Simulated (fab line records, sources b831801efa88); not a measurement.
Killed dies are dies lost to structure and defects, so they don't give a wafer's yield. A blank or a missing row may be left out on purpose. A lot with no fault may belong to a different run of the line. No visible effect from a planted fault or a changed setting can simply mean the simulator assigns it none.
fab line records :: flow sky130
[record]
  lots = 5
  wafers = 15
  lastDay = 50
route steps=708 shown POLY_CUT@312 SD_P@320 PAD_OPEN@708
lots that met no fault: taken from a fault-free run of the same line
startH: start of the lot's first displayed wafer, in hours after the record's first day :: waitH: time in hours since the lot's previous step :: " the same as in the row above :: L1.1+2: several wafers, shown together as one row :: - no value, or no start was given :: * or withheld: withheld :: < > ~ a bound
route shown NAME@n: a module of which the file shows steps, and the number in the route of the first :: usual: average and standard deviation across the fault-free wafers :: same: alike in all rows :: chamber/n: place in a boat :: sites: each site's reading :: _std_site: their standard deviation :: _edge_site: the outer-site mean with the inner-site mean subtracted :: radiusMm: how far each site lies from the wafer's centre :: mask NAME#n: copy n :: behind: the most recent tool/chamber to have shaped the wafer :: hold: the reason the lot was held/the length of the hold in hours/how it ended :: device: the transistor (n, p or np) that didn't switch :: end of line: at the end of the route, the tests of the same wafers :: a step without rows: its recipe alone :: killed: the dies lost at the first sort to structure and to defects; this is not the yield of the wafer :: map: a wafer's dies, marking killed ones x, the rest . and places with no die _
set.NAME: setting as actually run; set.NAME@STEP: the setting as run at that earlier step :: model.NAME: the simulator's own value behind a step, which no gauge read
lots at some steps of the route; a table a step, a row a wafer
services: a tool's chamber out of use, with start hour (startH, from the record's first day; less than 0 if before it), hours out, and reason
[[steps]]
[step SKY_POLY_CUT_EXPOSE_05]
[recipe]
  maskId = NPCM
  na = 0.8
  sourceShape = annular
  sigmaInner = 0.55
  sigmaOuter = 0.85
  targetCdNm = 270
  doseMj = 32
[step SKY_POLY_CUT_PEB_06]
[recipe]
  pebTempC = withheld
  pebTimeS = withheld
  resist = KrF-thick
[step SKY_POLY_CUT_DEVELOP_07]
[recipe]
  developTimeS = 60
  resist = KrF-thick
  devTempC = 21
[step SKY_POLY_CUT_CD_MEAS_08]
[recipe]
  targetCdNm = 270
[usual]
  cdNm = 269.9/1.3
lot.wafer: L322.1
tool: cdSem-02
chamber: -
startH: 606.31
waitH: -
cdNm: 270.2

lot.wafer: L322.3
tool: cdSem-02
chamber: -
startH: 606.31
waitH: -
cdNm: 270.1

lot.wafer: L322.6
tool: cdSem-02
chamber: -
startH: 606.31
waitH: -
cdNm: 270.4

lot.wafer: L327.3
tool: cdSem-02
chamber: -
startH: 644.18
waitH: -
cdNm: 269.2

lot.wafer: L327.5
tool: cdSem-02
chamber: -
startH: 644.18
waitH: -
cdNm: 269.1

lot.wafer: L327.6
tool: cdSem-02
chamber: -
startH: 644.18
waitH: -
cdNm: 268.7

lot.wafer: L328.3
tool: cdSem-01
chamber: -
startH: 651.83
waitH: -
cdNm: 271.1

lot.wafer: L328.5
tool: cdSem-01
chamber: -
startH: 651.83
waitH: -
cdNm: 270.5

lot.wafer: L328.6
tool: cdSem-01
chamber: -
startH: 651.83
waitH: -
cdNm: 268.5

lot.wafer: L337.1
tool: cdSem-02
chamber: -
startH: 718.19
waitH: -
cdNm: 271.1

lot.wafer: L337.2
tool: cdSem-02
chamber: -
startH: 718.19
waitH: -
cdNm: 272.4

lot.wafer: L337.3
tool: cdSem-02
chamber: -
startH: 718.19
waitH: -
cdNm: 270.3

lot.wafer: L339.2
tool: cdSem-02
chamber: -
startH: 734.41
waitH: -
cdNm: 269.1

lot.wafer: L339.3
tool: cdSem-02
chamber: -
startH: 734.41
waitH: -
cdNm: 268.0

lot.wafer: L339.4
tool: cdSem-02
chamber: -
startH: 734.41
waitH: -
cdNm: 268.7
[step SKY_POLY_CUT_OVL_MEAS_09]
[usual]
  POLY_CUT_OVL = 2/4.7
lot.wafer: L322.1
tool: overlay-01
chamber: -
startH: 606.43
waitH: 0.1
POLY_CUT_OVL[nm]: 3

lot.wafer: L322.3
tool: overlay-01
chamber: -
startH: 606.43
waitH: 0.1
POLY_CUT_OVL[nm]: -4

lot.wafer: L322.6
tool: overlay-01
chamber: -
startH: 606.43
waitH: 0.1
POLY_CUT_OVL[nm]: 3

lot.wafer: L327.3
tool: overlay-02
chamber: -
startH: 644.27
waitH: 0.1
POLY_CUT_OVL[nm]: -2

lot.wafer: L327.5
tool: overlay-02
chamber: -
startH: 644.27
waitH: 0.1
POLY_CUT_OVL[nm]: 2

lot.wafer: L327.6
tool: overlay-02
chamber: -
startH: 644.27
waitH: 0.1
POLY_CUT_OVL[nm]: 4

lot.wafer: L328.3
tool: overlay-01
chamber: -
startH: 651.92
waitH: 0.1
POLY_CUT_OVL[nm]: 5

lot.wafer: L328.5
tool: overlay-01
chamber: -
startH: 651.92
waitH: 0.1
POLY_CUT_OVL[nm]: 1

lot.wafer: L328.6
tool: overlay-01
chamber: -
startH: 651.92
waitH: 0.1
POLY_CUT_OVL[nm]: 0

lot.wafer: L337.1
tool: overlay-02
chamber: -
startH: 718.32
waitH: 0.1
POLY_CUT_OVL[nm]: 1

lot.wafer: L337.2
tool: overlay-02
chamber: -
startH: 718.32
waitH: 0.1
POLY_CUT_OVL[nm]: 1

lot.wafer: L337.3
tool: overlay-02
chamber: -
startH: 718.32
waitH: 0.1
POLY_CUT_OVL[nm]: 7

lot.wafer: L339.2
tool: overlay-01
chamber: -
startH: 734.52
waitH: 0.1
POLY_CUT_OVL[nm]: 8

lot.wafer: L339.3
tool: overlay-01
chamber: -
startH: 734.52
waitH: 0.1
POLY_CUT_OVL[nm]: -2

lot.wafer: L339.4
tool: overlay-01
chamber: -
startH: 734.52
waitH: 0.1
POLY_CUT_OVL[nm]: 15
[step SKY_POLY_CUT_ETCH_10]
[recipe]
  chemistry = N2/H2
  target = BARC
  ionEnergyEv = 200
  sourceW = 500
  biasW = 100
  pressureMtorr = 30
  n2FlowSccm = 100
  h2FlowSccm = 200
  stopOn = SiO2
  timeS = 45.9
  targetDepthA = 600
[usual]
  drypumpMotorCurrentA = 5.7/0.46
  oesProductAu = 0.855/0.0047
  rfFwdPowerW = 494.6/2.5
  throttleValvePct = 13.224/0.0095
lot.wafer: L322.1
tool: rieDiel-01
chamber: 3
startH: 606.47
waitH: 0.0
drypumpMotorCurrentA: 5.1
oesProductAu: 0.858
rfFwdPowerW: 492.7
rfHoursCounterH: 12
throttleValvePct: 13.230

lot.wafer: L322.3
tool: rieDiel-01
chamber: 0
startH: 606.47
waitH: 0.0
drypumpMotorCurrentA: 6.7
oesProductAu: 0.854
rfFwdPowerW: 497.1
rfHoursCounterH: 11
throttleValvePct: 13.221

lot.wafer: L322.6
tool: rieDiel-01
chamber: 0
startH: 606.47
waitH: 0.0
drypumpMotorCurrentA: 6.7
oesProductAu: 0.861
rfFwdPowerW: 494.2
rfHoursCounterH: -
throttleValvePct: 13.210

lot.wafer: L327.3
tool: rieDiel-02
chamber: 1
startH: 644.30
waitH: 0.0
drypumpMotorCurrentA: 5.7
oesProductAu: 0.854
rfFwdPowerW: 498.3
rfHoursCounterH: 3
throttleValvePct: 13.230

lot.wafer: L327.5
tool: rieDiel-02
chamber: 0
startH: 644.30
waitH: 0.0
drypumpMotorCurrentA: 5.1
oesProductAu: 0.854
rfFwdPowerW: 496.7
rfHoursCounterH: -
throttleValvePct: 13.211

lot.wafer: L327.6
tool: rieDiel-02
chamber: 1
startH: 644.30
waitH: 0.0
drypumpMotorCurrentA: 5.7
oesProductAu: 0.854
rfFwdPowerW: 497.8
rfHoursCounterH: -
throttleValvePct: 13.236

lot.wafer: L328.3
tool: rieDiel-01
chamber: 2
startH: 651.95
waitH: 0.0
drypumpMotorCurrentA: 6.2
oesProductAu: 0.851
rfFwdPowerW: 493.2
rfHoursCounterH: 10
throttleValvePct: 13.214

lot.wafer: L328.5
tool: rieDiel-01
chamber: 3
startH: 651.95
waitH: 0.0
drypumpMotorCurrentA: 5.1
oesProductAu: 0.860
rfFwdPowerW: 498.9
rfHoursCounterH: -
throttleValvePct: 13.223

lot.wafer: L328.6
tool: rieDiel-01
chamber: 0
startH: 651.95
waitH: 0.0
drypumpMotorCurrentA: 6.7
oesProductAu: 0.860
rfFwdPowerW: 497.6
rfHoursCounterH: -
throttleValvePct: 13.240

lot.wafer: L337.1
tool: rieDiel-02
chamber: 0
startH: 718.35
waitH: 0.0
drypumpMotorCurrentA: 5.1
oesProductAu: 0.846
rfFwdPowerW: 497.4
rfHoursCounterH: 12
throttleValvePct: 13.221

lot.wafer: L337.2
tool: rieDiel-02
chamber: 2
startH: 718.35
waitH: 0.0
drypumpMotorCurrentA: 5.6
oesProductAu: 0.846
rfFwdPowerW: 495.1
rfHoursCounterH: 9
throttleValvePct: 13.225

lot.wafer: L337.3
tool: rieDiel-02
chamber: 3
startH: 718.35
waitH: 0.0
drypumpMotorCurrentA: 5.8
oesProductAu: 0.850
rfFwdPowerW: 492.6
rfHoursCounterH: 37
throttleValvePct: 13.221

lot.wafer: L339.2
tool: rieDiel-01
chamber: 1
startH: 734.55
waitH: 0.0
drypumpMotorCurrentA: 6.0
oesProductAu: 0.860
rfFwdPowerW: 492.0
rfHoursCounterH: 29
throttleValvePct: 13.229

lot.wafer: L339.3
tool: rieDiel-01
chamber: 3
startH: 734.55
waitH: 0.0
drypumpMotorCurrentA: 5.1
oesProductAu: 0.857
rfFwdPowerW: 492.7
rfHoursCounterH: 15
throttleValvePct: 13.227

lot.wafer: L339.4
tool: rieDiel-01
chamber: 2
startH: 734.55
waitH: 0.0
drypumpMotorCurrentA: 6.2
oesProductAu: 0.865
rfFwdPowerW: 493.8
rfHoursCounterH: 12
throttleValvePct: 13.223
[step SKY_POLY_CUT_ETCH_11]
[recipe]
  target = Si3N4
  chemistry = CF4/CH2F2/Ar
  stopOn = poly-Si
  sourceW = 600
  biasW = 150
  pressureMtorr = 40
  cf4FlowSccm = 40
  ch2f2FlowSccm = 20
  Ar_flow_sccm = 150
  timeS = 42.5
  targetDepthA = 600
[usual]
  drypumpMotorCurrentA = 5.7/0.46
  oesProductAu = 0.827/0.0057
  rfFwdPowerW = 593.1/2.8
  throttleValvePct = 14.993/0.0084
lot.wafer: L322.1
tool: rieDiel-01
chamber: 3
startH: 606.51
waitH: 0.0
drypumpMotorCurrentA: 5.1
oesProductAu: 0.830
rfFwdPowerW: 598.3
rfHoursCounterH: 12
throttleValvePct: 14.991

lot.wafer: L322.3
tool: rieDiel-01
chamber: 0
startH: 606.51
waitH: 0.0
drypumpMotorCurrentA: 6.7
oesProductAu: 0.823
rfFwdPowerW: 595.1
rfHoursCounterH: 11
throttleValvePct: 14.999

lot.wafer: L322.6
tool: rieDiel-01
chamber: 0
startH: 606.51
waitH: 0.0
drypumpMotorCurrentA: 6.7
oesProductAu: 0.839
rfFwdPowerW: 591.0
rfHoursCounterH: -
throttleValvePct: 15.004

lot.wafer: L327.3
tool: rieDiel-02
chamber: 1
startH: 644.34
waitH: 0.0
drypumpMotorCurrentA: 5.7
oesProductAu: 0.836
rfFwdPowerW: 594.3
rfHoursCounterH: 4
throttleValvePct: 14.994

lot.wafer: L327.5
tool: rieDiel-02
chamber: 0
startH: 644.34
waitH: 0.0
drypumpMotorCurrentA: 5.1
oesProductAu: 0.828
rfFwdPowerW: 593.2
rfHoursCounterH: -
throttleValvePct: 14.989

lot.wafer: L327.6
tool: rieDiel-02
chamber: 1
startH: 644.34
waitH: 0.0
drypumpMotorCurrentA: 5.7
oesProductAu: 0.832
rfFwdPowerW: 597.0
rfHoursCounterH: -
throttleValvePct: 14.977

lot.wafer: L328.3
tool: rieDiel-01
chamber: 2
startH: 651.99
waitH: 0.0
drypumpMotorCurrentA: 6.2
oesProductAu: 0.825
rfFwdPowerW: 598.0
rfHoursCounterH: 10
throttleValvePct: 14.995

lot.wafer: L328.5
tool: rieDiel-01
chamber: 3
startH: 651.99
waitH: 0.0
drypumpMotorCurrentA: 5.1
oesProductAu: 0.828
rfFwdPowerW: 594.4
rfHoursCounterH: -
throttleValvePct: 14.987

lot.wafer: L328.6
tool: rieDiel-01
chamber: 0
startH: 651.99
waitH: 0.0
drypumpMotorCurrentA: 6.7
oesProductAu: 0.831
rfFwdPowerW: 593.3
rfHoursCounterH: -
throttleValvePct: 14.994

lot.wafer: L337.1
tool: rieDiel-02
chamber: 0
startH: 718.39
waitH: 0.0
drypumpMotorCurrentA: 5.1
oesProductAu: 0.833
rfFwdPowerW: 593.2
rfHoursCounterH: 12
throttleValvePct: 15.007

lot.wafer: L337.2
tool: rieDiel-02
chamber: 2
startH: 718.39
waitH: 0.0
drypumpMotorCurrentA: 5.6
oesProductAu: 0.831
rfFwdPowerW: 593.7
rfHoursCounterH: 9
throttleValvePct: 14.994

lot.wafer: L337.3
tool: rieDiel-02
chamber: 3
startH: 718.39
waitH: 0.0
drypumpMotorCurrentA: 5.8
oesProductAu: 0.829
rfFwdPowerW: 596.2
rfHoursCounterH: 37
throttleValvePct: 14.996

lot.wafer: L339.2
tool: rieDiel-01
chamber: 1
startH: 734.59
waitH: 0.0
drypumpMotorCurrentA: 6.0
oesProductAu: 0.821
rfFwdPowerW: 588.1
rfHoursCounterH: 29
throttleValvePct: 15.003

lot.wafer: L339.3
tool: rieDiel-01
chamber: 3
startH: 734.59
waitH: 0.0
drypumpMotorCurrentA: 5.1
oesProductAu: 0.822
rfFwdPowerW: 594.7
rfHoursCounterH: 15
throttleValvePct: 14.981

lot.wafer: L339.4
tool: rieDiel-01
chamber: 2
startH: 734.59
waitH: 0.0
drypumpMotorCurrentA: 6.1
oesProductAu: 0.831
rfFwdPowerW: 591.1
rfHoursCounterH: 12
throttleValvePct: 15.003
[step SKY_POLY_CUT_STRIP_12]
[recipe]
  chemistry = O2/N2
  powerW = 1400
  pressureMtorr = 1500
  platenTempC = withheld
  o2FlowSccm = 3000
  n2FlowSccm = 300
  overashFraction = 0.5
[usual]
  drypumpMotorCurrentA = 5.42/0.29
  oesProductAu = 0.452/0.0042
  stripTimeToEndpointS = 5.355/0.017
lot.wafer: L322.1
tool: plasmaAsher-01
chamber: 0
startH: 606.55
waitH: 0.0
drypumpMotorCurrentA: 5.44
oesProductAu: 0.449
rfHoursCounterH: 90
stripTimeToEndpointS: 5.369

lot.wafer: L322.3
tool: plasmaAsher-01
chamber: 0
startH: 606.55
waitH: 0.0
drypumpMotorCurrentA: 5.44
oesProductAu: 0.457
rfHoursCounterH: -
stripTimeToEndpointS: 5.367

lot.wafer: L322.6
tool: plasmaAsher-01
chamber: 0
startH: 606.55
waitH: 0.0
drypumpMotorCurrentA: 5.42
oesProductAu: 0.455
rfHoursCounterH: -
stripTimeToEndpointS: 5.366

lot.wafer: L327.3
tool: plasmaAsher-02
chamber: 1
startH: 644.41
waitH: 0.1
drypumpMotorCurrentA: 5.92
oesProductAu: 0.446
rfHoursCounterH: -
stripTimeToEndpointS: 5.347

lot.wafer: L327.5
tool: plasmaAsher-02
chamber: 0
startH: 644.41
waitH: 0.1
drypumpMotorCurrentA: 5.21
oesProductAu: 0.451
rfHoursCounterH: -
stripTimeToEndpointS: 5.322

lot.wafer: L327.6
tool: plasmaAsher-02
chamber: 1
startH: 644.41
waitH: 0.1
drypumpMotorCurrentA: 5.90
oesProductAu: 0.449
rfHoursCounterH: -
stripTimeToEndpointS: 5.340

lot.wafer: L328.3
tool: plasmaAsher-04
chamber: 0
startH: 652.06
waitH: 0.1
drypumpMotorCurrentA: 5.48
oesProductAu: 0.452
rfHoursCounterH: -
stripTimeToEndpointS: 5.340

lot.wafer: L328.5
tool: plasmaAsher-04
chamber: 0
startH: 652.06
waitH: 0.1
drypumpMotorCurrentA: 5.51
oesProductAu: 0.454
rfHoursCounterH: -
stripTimeToEndpointS: 5.359

lot.wafer: L328.6
tool: plasmaAsher-04
chamber: 1
startH: 652.06
waitH: 0.1
drypumpMotorCurrentA: 4.89
oesProductAu: 0.455
rfHoursCounterH: -
stripTimeToEndpointS: 5.348

lot.wafer: L337.1
tool: plasmaAsher-01
chamber: 1
startH: 718.43
waitH: 0.0
drypumpMotorCurrentA: 5.32
oesProductAu: 0.447
rfHoursCounterH: 102
stripTimeToEndpointS: 5.334

lot.wafer: L337.2
tool: plasmaAsher-01
chamber: 0
startH: 718.43
waitH: 0.0
drypumpMotorCurrentA: 5.41
oesProductAu: 0.453
rfHoursCounterH: 102
stripTimeToEndpointS: 5.354

lot.wafer: L337.3
tool: plasmaAsher-01
chamber: 1
startH: 718.43
waitH: 0.0
drypumpMotorCurrentA: 5.32
oesProductAu: 0.453
rfHoursCounterH: -
stripTimeToEndpointS: 5.370

lot.wafer: L339.2
tool: plasmaAsher-04
chamber: 0
startH: 734.63
waitH: 0.0
drypumpMotorCurrentA: 5.48
oesProductAu: 0.458
rfHoursCounterH: 62
stripTimeToEndpointS: 5.364

lot.wafer: L339.3
tool: plasmaAsher-04
chamber: 1
startH: 734.63
waitH: 0.0
drypumpMotorCurrentA: 4.89
oesProductAu: 0.458
rfHoursCounterH: -
stripTimeToEndpointS: 5.389

lot.wafer: L339.4
tool: plasmaAsher-04
chamber: 0
startH: 734.63
waitH: 0.0
drypumpMotorCurrentA: 5.50
oesProductAu: 0.448
rfHoursCounterH: -
stripTimeToEndpointS: 5.396
[step SKY_SD_P_DEHYDRATE_00]
[recipe]
  tempC = 200
  timeS = 60
[step SKY_SD_P_HMDS_01]
[recipe]
  primeTimeS = 60
  primeTempC = 120
[step SKY_SD_P_COAT_02]
[recipe]
  resist = NOVOLAK
  spinRpm = 3000
  resistThkNm = 1140
[step SKY_SD_P_SOFTBAKE_03]
[recipe]
  tempC = 90
  timeS = 60
  resist = NOVOLAK
[step SKY_SD_P_EXPOSE_04]
[recipe]
  maskId = PSDM
  na = 0.6
  sourceShape = conventional
  sigmaOuter = 0.6
  polarization = unpolarized
  targetCdNm = 380
  doseMj = 138
lot.wafer: L322.1+3+6
tool: ilineStepper-02
chamber: 0
startH: 621.18
waitH: -
mask: PSDM#0

lot.wafer: L327.3+5+6
tool: ilineStepper-02
chamber: 0
startH: 658.17
waitH: -
mask: PSDM#0

lot.wafer: L328.3+5+6
tool: ilineStepper-02
chamber: 0
startH: 666.53
waitH: -
mask: PSDM_R1#0

lot.wafer: L337.1+2+3
tool: ilineStepper-01
chamber: 0
startH: 732.47
waitH: -
mask: PSDM#0

lot.wafer: L339.2+3+4
tool: ilineStepper-01
chamber: 0
startH: 747.85
waitH: -
mask: PSDM#0
[step SKY_SD_P_PEB_05]
[recipe]
  tempC = withheld
  timeS = *
  resist = NOVOLAK
[step SKY_SD_P_DEVELOP_06]
[recipe]
  resist = NOVOLAK
  developer = TMAH
  developTimeS = 60
  devTempC = 23
[step SKY_SD_P_CD_MEAS_07]
[recipe]
  targetCdNm = 380
[usual]
  cdNm = 379.8/2.6
lot.wafer: L322.1
tool: cdSem-01
chamber: -
startH: 635.24
waitH: 0.1
cdNm: 380.1

lot.wafer: L322.3
tool: cdSem-01
chamber: -
startH: 635.24
waitH: 0.1
cdNm: 379.1

lot.wafer: L322.6
tool: cdSem-01
chamber: -
startH: 635.24
waitH: 0.1
cdNm: 379.9

lot.wafer: L327.3
tool: cdSem-02
chamber: -
startH: 672.30
waitH: 0.1
cdNm: 375.2

lot.wafer: L327.5
tool: cdSem-02
chamber: -
startH: 672.30
waitH: 0.1
cdNm: 379.1

lot.wafer: L327.6
tool: cdSem-02
chamber: -
startH: 672.30
waitH: 0.1
cdNm: 375.8

lot.wafer: L328.3
tool: cdSem-01
chamber: -
startH: 680.65
waitH: 0.1
cdNm: 305.8

lot.wafer: L328.5
tool: cdSem-01
chamber: -
startH: 680.65
waitH: 0.1
cdNm: 306.8

lot.wafer: L328.6
tool: cdSem-01
chamber: -
startH: 680.65
waitH: 0.1
cdNm: 306.5

lot.wafer: L337.1
tool: cdSem-02
chamber: -
startH: 745.81
waitH: 0.1
cdNm: 381.5

lot.wafer: L337.2
tool: cdSem-02
chamber: -
startH: 745.81
waitH: 0.1
cdNm: 381.0

lot.wafer: L337.3
tool: cdSem-02
chamber: -
startH: 745.81
waitH: 0.1
cdNm: 384.0

lot.wafer: L339.2
tool: cdSem-01
chamber: -
startH: 761.70
waitH: 0.1
cdNm: 378.5

lot.wafer: L339.3
tool: cdSem-01
chamber: -
startH: 761.70
waitH: 0.1
cdNm: 381.8

lot.wafer: L339.4
tool: cdSem-01
chamber: -
startH: 761.70
waitH: 0.1
cdNm: 381.4
[step SKY_SD_P_OVL_MEAS_08]
[usual]
  SD_P_OVL = -0.3/1.4
lot.wafer: L322.1
tool: overlay-02
chamber: -
startH: 635.36
waitH: 0.1
SD_P_OVL[nm]: -1.7

lot.wafer: L322.3
tool: overlay-02
chamber: -
startH: 635.36
waitH: 0.1
SD_P_OVL[nm]: 0.3

lot.wafer: L322.6
tool: overlay-02
chamber: -
startH: 635.36
waitH: 0.1
SD_P_OVL[nm]: 1.7

lot.wafer: L327.3
tool: overlay-01
chamber: -
startH: 672.39
waitH: 0.1
SD_P_OVL[nm]: -2.4

lot.wafer: L327.5
tool: overlay-01
chamber: -
startH: 672.39
waitH: 0.1
SD_P_OVL[nm]: -0.7

lot.wafer: L327.6
tool: overlay-01
chamber: -
startH: 672.39
waitH: 0.1
SD_P_OVL[nm]: -0.8

lot.wafer: L328.3
tool: overlay-01
chamber: -
startH: 680.74
waitH: 0.1
SD_P_OVL[nm]: -1.3

lot.wafer: L328.5
tool: overlay-01
chamber: -
startH: 680.74
waitH: 0.1
SD_P_OVL[nm]: -1.9

lot.wafer: L328.6
tool: overlay-01
chamber: -
startH: 680.74
waitH: 0.1
SD_P_OVL[nm]: -1.7

lot.wafer: L337.1
tool: overlay-01
chamber: -
startH: 745.93
waitH: 0.1
SD_P_OVL[nm]: -0.7

lot.wafer: L337.2
tool: overlay-01
chamber: -
startH: 745.93
waitH: 0.1
SD_P_OVL[nm]: 1.4

lot.wafer: L337.3
tool: overlay-01
chamber: -
startH: 745.93
waitH: 0.1
SD_P_OVL[nm]: 2.0

lot.wafer: L339.2
tool: overlay-02
chamber: -
startH: 761.80
waitH: 0.1
SD_P_OVL[nm]: 0.2

lot.wafer: L339.3
tool: overlay-02
chamber: -
startH: 761.80
waitH: 0.1
SD_P_OVL[nm]: -1.0

lot.wafer: L339.4
tool: overlay-02
chamber: -
startH: 761.80
waitH: 0.1
SD_P_OVL[nm]: -0.3
[step SKY_PAD_OPEN_PROBE_99]
[usual]
  killed_at_M0_to_M3 = 44/7.3
  killed_at_M4_up = 3.4/1.8
  killedAtContacts = 24/5.8
  killedAtFrontEnd = 15/4.9
  killedAtOther = 0.4/0.63
  killedDies = 86/11
  killedOpen = 47/8
  killedShort = 39/6.5
[same]
  grossDies = 492
  killedAtBackSide = 0
lot.wafer: L327.3
tool: prober-02
chamber: -
startH: 1135.46
waitH: 0.2
killed_at_M0_to_M3: 40
killed_at_M4_up: 2
killedAtContacts: 32
killedAtFrontEnd: 17
killedAtOther: 0
killedDies: 91
killedOpen: 56
killedShort: 34

lot.wafer: L327.5
tool: prober-02
chamber: -
startH: 1135.56
waitH: 0.2
killed_at_M0_to_M3: 54
killed_at_M4_up: 7
killedAtContacts: 26
killedAtFrontEnd: 10
killedAtOther: 0
killedDies: 97
killedOpen: 45
killedShort: 52

lot.wafer: L327.6
tool: prober-02
chamber: -
startH: 1135.61
waitH: 0.2
killed_at_M0_to_M3: 31
killed_at_M4_up: 4
killedAtContacts: 21
killedAtFrontEnd: 15
killedAtOther: 0
killedDies: 71
killedOpen: 36
killedShort: 35

lot.wafer: L328.3
tool: prober-01
chamber: -
startH: 1142.19
waitH: 0.2
killed_at_M0_to_M3: 35
killed_at_M4_up: 8
killedAtContacts: 30
killedAtFrontEnd: 26
killedAtOther: 0
killedDies: 99
killedOpen: 52
killedShort: 46

lot.wafer: L328.5
tool: prober-01
chamber: -
startH: 1142.29
waitH: 0.2
killed_at_M0_to_M3: 30
killed_at_M4_up: 3
killedAtContacts: 19
killedAtFrontEnd: 15
killedAtOther: 0
killedDies: 67
killedOpen: 39
killedShort: 28

lot.wafer: L328.6
tool: prober-01
chamber: -
startH: 1142.34
waitH: 0.2
killed_at_M0_to_M3: 35
killed_at_M4_up: 3
killedAtContacts: 15
killedAtFrontEnd: 16
killedAtOther: 0
killedDies: 69
killedOpen: 32
killedShort: 37

lot.wafer: L337.1
tool: prober-02
chamber: -
startH: 1182.31
waitH: 0.1
killed_at_M0_to_M3: 36
killed_at_M4_up: 3
killedAtContacts: 16
killedAtFrontEnd: 23
killedAtOther: 0
killedDies: 78
killedOpen: 41
killedShort: 37

lot.wafer: L337.2
tool: prober-02
chamber: -
startH: 1182.36
waitH: 0.1
killed_at_M0_to_M3: 43
killed_at_M4_up: 5
killedAtContacts: 19
killedAtFrontEnd: 18
killedAtOther: 1
killedDies: 86
killedOpen: 49
killedShort: 37

lot.wafer: L337.3
tool: prober-02
chamber: -
startH: 1182.41
waitH: 0.2
killed_at_M0_to_M3: 35
killed_at_M4_up: 4
killedAtContacts: 13
killedAtFrontEnd: 16
killedAtOther: 0
killedDies: 68
killedOpen: 33
killedShort: 35
// killed by level:class
L327.3 LI_CONTACT:geometricParticle:open=10 CONTACT:geometricParticle:open=9 METAL2:geometricParticle:short=8 VIA3:geometricParticle:open=8 FIELD_ISO:geometricParticle:short=5 FIELD_ISO:geometricParticle:open=5 VIA1:geometricParticle:short=5 VIA1:geometricParticle:open=5
L327.5 VIA1:geometricParticle:open=14 METAL1:geometricParticle:short=10 CONTACT:geometricParticle:open=8 CONTACT:geometricParticle:short=8 METAL4:geometricParticle:short=7 VIA1:geometricParticle:short=5 LI_CONTACT:geometricParticle:open=5 VIA2:geometricParticle:open=5
L327.6 VIA1:geometricParticle:open=8 CONTACT:geometricParticle:open=6 METAL2:geometricParticle:short=5 LI_CONTACT:geometricParticle:open=5 VIA3:geometricParticle:open=5 FIELD_ISO:geometricParticle:short=4 FIELD_ISO:geometricParticle:open=4 POLY_GATE:geometricParticle:short=4
L328.3 CONTACT:geometricParticle:open=14 METAL2:geometricParticle:short=11 POLY_GATE:geometricParticle:open=8 VIA1:geometricParticle:open=8 FIELD_ISO:geometricParticle:short=6 POLY_GATE:geometricParticle:short=6 LI_CONTACT:geometricParticle:open=6 CONTACT:geometricParticle:short=6
L328.5 VIA3:geometricParticle:open=7 CONTACT:geometricParticle:open=6 FIELD_ISO:geometricParticle:open=5 POLY_GATE:geometricParticle:short=4 LI_CONTACT:geometricParticle:open=4 CONTACT:geometricParticle:short=4 VIA1:geometricParticle:open=4 METAL3:geometricParticle:short=4
L328.6 VIA1:geometricParticle:open=12 POLY_GATE:geometricParticle:short=7 VIA1:geometricParticle:short=5 CONTACT:geometricParticle:open=4 METAL1:geometricParticle:short=4 VIA2:geometricParticle:open=4 LOCAL_INTERCONNECT:geometricParticle:short=3 LI_CONTACT:geometricParticle:open=3
L337.1 POLY_GATE:geometricParticle:short=9 VIA1:geometricParticle:open=8 CONTACT:geometricParticle:open=7 FIELD_ISO:geometricParticle:open=5 FIELD_ISO:geometricParticle:short=5 METAL1:geometricParticle:short=5 VIA3:geometricParticle:open=5 VIA1:geometricParticle:short=5
L337.2 VIA1:geometricParticle:open=13 CONTACT:geometricParticle:open=10 POLY_GATE:geometricParticle:open=6 VIA1:geometricParticle:short=6 METAL1:geometricParticle:short=5 VIA2:geometricParticle:open=5 POLY_GATE:geometricParticle:short=4 CONTACT:geometricParticle:short=4
L337.3 METAL1:geometricParticle:short=8 VIA1:geometricParticle:short=6 CONTACT:geometricParticle:open=5 VIA2:geometricParticle:open=5 FIELD_ISO:geometricParticle:open=4 POLY_GATE:geometricParticle:open=4 VIA1:geometricParticle:open=4 POLY_GATE:geometricParticle:short=3
[[services]]
tool: rieDiel-02
chamber: -
startH: 583.17
hours: 15.6
kind: pm

tool: rieDiel-01
chamber: 1
startH: 584.00
hours: 2.7
kind: repair

tool: ilineStepper-02
chamber: -
startH: 584.58
hours: 4.5
kind: repair

tool: ilineStepper-01
chamber: -
startH: 589.10
hours: 2.1
kind: pm

tool: ilineStepper-01
chamber: -
startH: 591.18
hours: -
kind: consumableReplace:lamp

tool: ilineStepper-01
chamber: 0
startH: 610.27
hours: -
kind: calibration

tool: ilineStepper-01
chamber: -
startH: 614.36
hours: 1.7
kind: pm

tool: plasmaAsher-04
chamber: -
startH: 618.87
hours: 3.2
kind: repair

tool: ilineStepper-02
chamber: -
startH: 644.74
hours: 1.7
kind: pm

tool: rieDiel-01
chamber: 1
startH: 680.54
hours: 1.4
kind: repair

tool: ilineStepper-01
chamber: -
startH: 709.11
hours: 4.4
kind: pm

tool: ilineStepper-02
chamber: -
startH: 728.25
hours: 2.1
kind: pm

tool: ilineStepper-02
chamber: -
startH: 730.33
hours: -
kind: consumableReplace:lamp

tool: plasmaAsher-01
chamber: -
startH: 733.81
hours: 9.0
kind: pm

tool: plasmaAsher-01
chamber: 0
startH: 733.81
hours: 9.0
kind: ventCycle

tool: plasmaAsher-01
chamber: 1
startH: 733.81
hours: 9.0
kind: ventCycle

tool: plasmaAsher-01
chamber: -
startH: 742.81
hours: 2.8
kind: pm

tool: plasmaAsher-01
chamber: 0
startH: 742.81
hours: -
kind: clean

tool: plasmaAsher-01
chamber: 1
startH: 742.81
hours: -
kind: clean
[[key]]
[firstSign]
  step = SKY_SD_P_EXPOSE_04
  reading = mask
  direction = changed
[effect]
  step = SKY_SD_P_CD_MEAS_07
  reading = cdNm
  direction = down
  sigmas = 29
  usual = 379.8
  struck = 306.4
metAt SKY_SD_P_EXPOSE_04
struckWafers L328.3,L328.5,L328.6
testerLeftOut L328
onsetBetween 658.17 666.53
[fault]
  kind = wrongMask
  tool = any
  chamber = -
  onsetH = 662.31
  steps = SKY_SD_P_EXPOSE_04
  auxCopy = PSDM_R1#0
  cdOffsetNm = -76
  scope = struckLotsOnly
// testerLeftOut: of these lots the tester's yield and bins aren't shown, on N5 and GAA mostly nor the transistor test; their killed dies are dies lost to structure and defects alone, not to doping, threshold or leakage, so they don't give the yield
